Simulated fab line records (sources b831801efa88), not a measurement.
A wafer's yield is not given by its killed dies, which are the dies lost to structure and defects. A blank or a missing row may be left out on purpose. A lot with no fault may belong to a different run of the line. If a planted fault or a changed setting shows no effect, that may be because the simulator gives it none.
Shared-tool check | flow sky130 | Sampled: 12 lots, 42 wafers

## WHY IT WAS OPENED
2 of 12 lots carry a flag on the reading VT_ADJUST_PCH_TW at SKY_VT_ADJUST_PCH_TW_MEAS_10. Fault-free wafers read 142.1, with a standard deviation of 0.81.
Rule: a lot is flagged when every wafer of it that has a number lies more than 4 standard deviations from that mean, or none has a number. As for the other lots, they are considered sound.

lot  | measured     | on            | VT_ADJUST_PCH_TW, wafer by wafer    | flag
L402 | day 10 08:28 | film-metro-03 | 143.1 143.4 142.6                   |
L404 | day 11 00:48 | film-metro-04 | 141.4 141.9 141.3                   |
L406 | day 11 16:27 | film-metro-02 | 141.7 140.9 142.0                   |
L407 | day 11 23:48 | film-metro-02 | 142.3 142.2 142.3                   |
L409 | day 12 14:10 | film-metro-03 | 142.4 142.3 142.1                   |
L410 | day 12 20:27 | film-metro-03 | 141.5 142.7 142.6                   |
L412 | day 13 13:16 | film-metro-02 | 142.8 142.3 142.4                   |
L417 | day 15 02:49 | film-metro-04 | 122.6 121.9 122.5 121.9 122.8 122.2 | FLAGGED
L418 | day 15 10:44 | film-metro-03 | 122.0 122.1 122.0 121.7 121.9 122.9 | FLAGGED
L421 | day 16 08:15 | film-metro-04 | 142.0 142.5 140.8                   |
L422 | day 16 13:30 | film-metro-04 | 140.7 141.8 141.8                   |
L425 | day 17 18:56 | film-metro-04 | 141.7 141.6 141.5                   |
The mean of the flagged lots' numbers is 122.2, -19.9 from the usual (-25 standard deviations).

## WHICH TOOL RAN EACH LOT
The record keeps 1 process step preceding the reading, out of 708 steps on the route. In each cell: the tool, then ch and the chambers that the sampled wafers went through, then the start.
lot  | flag    | SKY_VT_ADJUST_PCH_IMPLANT_08
L402 |         | implanter-03 ch 0, day 10 08:13
L404 |         | implanter-03 ch 0, day 11 00:33
L406 |         | implanter-04 ch 0, day 11 16:12
L407 |         | implanter-01 ch 0, day 11 23:33
L409 |         | implanter-01 ch 0, day 12 13:55
L410 |         | implanter-04 ch 0, day 12 20:12
L412 |         | implanter-03 ch 0, day 13 13:01
L417 | FLAGGED | implanter-01 ch 0, day 15 02:34
L418 | FLAGGED | implanter-01 ch 0, day 15 10:32
L421 |         | implanter-03 ch 0, day 16 08:00
L422 |         | implanter-04 ch 0, day 16 13:15
L425 |         | implanter-03 ch 0, day 17 18:42
What is done by these steps:
- SKY_VT_ADJUST_PCH_IMPLANT_08
- SKY_VT_ADJUST_PCH_TW_MEAS_10

## FLAGGED OVER TOTAL, TOOL BY TOOL (the gauges that took the reading come last)
step                         | tool          | lots run | flagged | share of the flagged lots | sound lots run after its first flagged lot
SKY_VT_ADJUST_PCH_IMPLANT_08 | implanter-01  | 4        | 2       | all                       | 0
SKY_VT_ADJUST_PCH_IMPLANT_08 | implanter-03  | 5        | 0       | none                      | -
SKY_VT_ADJUST_PCH_IMPLANT_08 | implanter-04  | 3        | 0       | none                      | -
SKY_VT_ADJUST_PCH_TW_MEAS_10 | film-metro-02 | 3        | 0       | none                      | -
SKY_VT_ADJUST_PCH_TW_MEAS_10 | film-metro-03 | 4        | 1       | some                      | 0
SKY_VT_ADJUST_PCH_TW_MEAS_10 | film-metro-04 | 5        | 1       | some                      | 3 (L421,L422,L425)

## WHAT IS ALLOWED BY THE TABLE
All flagged lots share 1 row of the table, namely implanter-01 at SKY_VT_ADJUST_PCH_IMPLANT_08.
- implanter-01 at SKY_VT_ADJUST_PCH_IMPLANT_08 ran 4 lots, 2 of them flagged. A fault beginning between L409 (day 12 13:55), its last sound lot, and L417 (day 15 02:34), its first flagged one, fits the data. Its own readings lie more than 4 standard deviations out on every wafer of the flagged lots: dose-ions-cm2, faraday-current-uA.
implanter-01 at SKY_VT_ADJUST_PCH_IMPLANT_08 is the single tool remaining.

## WHAT THE SIMULATOR HAD INSERTED
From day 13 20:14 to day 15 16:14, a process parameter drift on implanter-01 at SKY_VT_ADJUST_PCH_IMPLANT_08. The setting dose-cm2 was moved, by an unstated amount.
Shown lots that were struck: L417, L418. The rule given above showed the same thing.
